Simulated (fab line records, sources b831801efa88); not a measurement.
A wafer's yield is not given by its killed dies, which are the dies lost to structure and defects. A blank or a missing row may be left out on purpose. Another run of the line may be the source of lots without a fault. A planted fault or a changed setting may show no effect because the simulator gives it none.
Comparing a struck lot with a sound one	flow sfq line	15 steps out of a route of 325
Sound: these wafers, L684.4, L684.5, L684.6. Struck: wafer L688.6 (left out: L688.1, a lot-mate that was not struck); the cause follows at the end.
Each step with rows lists, per side, the tool, then ch with its chambers, then its first start. Under that, the readings that differ: sound wafers	struck wafers	difference of the means	sigmas: that difference in standard deviations of wafers without a fault.
alike: same words and numbers on both sides, and readings whose means sit less than 2 such deviations apart. not compared: any withheld reading, any reading some wafer has no value for, any bound like >300 that may hide the same value, and any number with overlapping values for which the record gives no deviation.
The two part at a step that has a row with sigmas, a row that says differs or no value, or rows on one side only. Numbers that don't overlap but have no deviation are shown without sigmas and don't part them. A reading missing from all wafers of one side parts the sides only when that side holds two or more wafers.

first, 1 step without rows for these wafers: SFQ_TRILAYER_M0_STRIP_SOLV_CLEAN_026 (cleans in NMP, time 600 s).
SFQ_TRILAYER_I0_DEP_PECVD_027: deposits SiO2 from SiH4/N2O, time 111.11 s, target thk 500 nm.
  sound on pecvd-01 ch 0,1,2, day 14 11:21; struck on pecvd-02 ch 0, day 15 15:50
  alike: heater power w, throttle valve pct
SFQ_TRILAYER_I0_CMP_CMP_028: polishes SiO2.
  sound on cmp-02 ch 0,1,3, day 14 12:53; struck on cmp-01 ch 3, day 15 18:32
reading	sound	struck	difference	sigmas
slurry flow ml min	148.7 150.0 149.0	150.4	+1.2	+2
  alike: motor current A, time to endpoint s
SFQ_I0_BOW_MEAS_907:
  sound on film metro-02 at day 14 14:27; struck on film metro-01 at day 15 19:32
  alike: I0_BOW
SFQ_TRILAYER_I0_METRO_MEASURE_029:
  sound on film metro-02 at day 14 15:07; struck on film metro-01 at day 15 20:39
  alike: thk nm
then, 6 steps without rows for these wafers: SFQ_TRILAYER_I0_VIA_LITHO_COAT_036 (resist thk 62 nm); SFQ_TRILAYER_I0_VIA_LITHO_COAT_031 (resist thk 650 nm); SFQ_TRILAYER_I0_VIA_LITHO_SOFTBAKE_035; SFQ_TRILAYER_I0_VIA_LITHO_EXPOSE_032 (exposes mask I0, target cd 500 nm); SFQ_TRILAYER_I0_VIA_LITHO_PEB_034 (peb time 60 s); SFQ_TRILAYER_I0_VIA_LITHO_DEVELOP_033 (time 60 s).
-- the record jumps here: 6 days lie between the struck wafers' starts before and after --
SFQ_I0_OVL_MEAS_908:
  sound on overlay-02 at day 20 14:37; struck on overlay-01 at day 21 19:29
  alike: I0_OVL
SFQ_TRILAYER_I0_VIA_BARC_OPEN_VIA_ETCH_046: etches BARC in O2, target depth 125 nm, time 41.7 s.
  sound on rie diel-02 ch 0,1,3, day 20 14:37; struck on rie diel-02 ch 0, day 21 19:32
reading	sound	struck	difference	sigmas
oes product au (a.u.)	0.684 0.691 0.687	0.731	+0.044	+10
run length s (s)	70.4 70.5 70.8	67.1	-3.5	-7
model.KrF_of_TRILAYER_I0_VIA_LITHO_COAT_031.thk nm (nm)	574.2 570.8 572.3	579	+7	
  alike: drypump motor current A
  not compared: rf hours counter h
SFQ_TRILAYER_I0_VIA_ETCH_VIA_ETCH_034: etches SiO2 in CHF3, stops on Nb, target depth 260 nm.
  sound on rie diel-02 ch 0,1,3, day 20 14:40; struck on rie diel-02 ch 0, day 21 19:34
reading	sound	struck	difference	sigmas
model.KrF_of_TRILAYER_I0_VIA_LITHO_COAT_031.thk nm (nm)	529.6 525.7 527.8	534.1	+6.4	
  alike: drypump motor current A, oes product au
SFQ_TRILAYER_I0_VIA_STRIP_STRIP_035: strips in O2.
  sound on rie metal-01 ch 0,1, day 20 14:59; struck on rie metal-04 ch 1, day 21 19:41
  alike: drypump motor current A, oes product au
  not compared: rf hours counter h

## WHERE THEY PART
At SFQ_TRILAYER_I0_CMP_CMP_028 first; at SFQ_TRILAYER_I0_VIA_BARC_OPEN_VIA_ETCH_046 last (within this record only). Later steps at which nothing parts them and some readings are alike: SFQ_TRILAYER_I0_VIA_ETCH_VIA_ETCH_034, SFQ_TRILAYER_I0_VIA_STRIP_STRIP_035.

WHY: what the simulator had put in
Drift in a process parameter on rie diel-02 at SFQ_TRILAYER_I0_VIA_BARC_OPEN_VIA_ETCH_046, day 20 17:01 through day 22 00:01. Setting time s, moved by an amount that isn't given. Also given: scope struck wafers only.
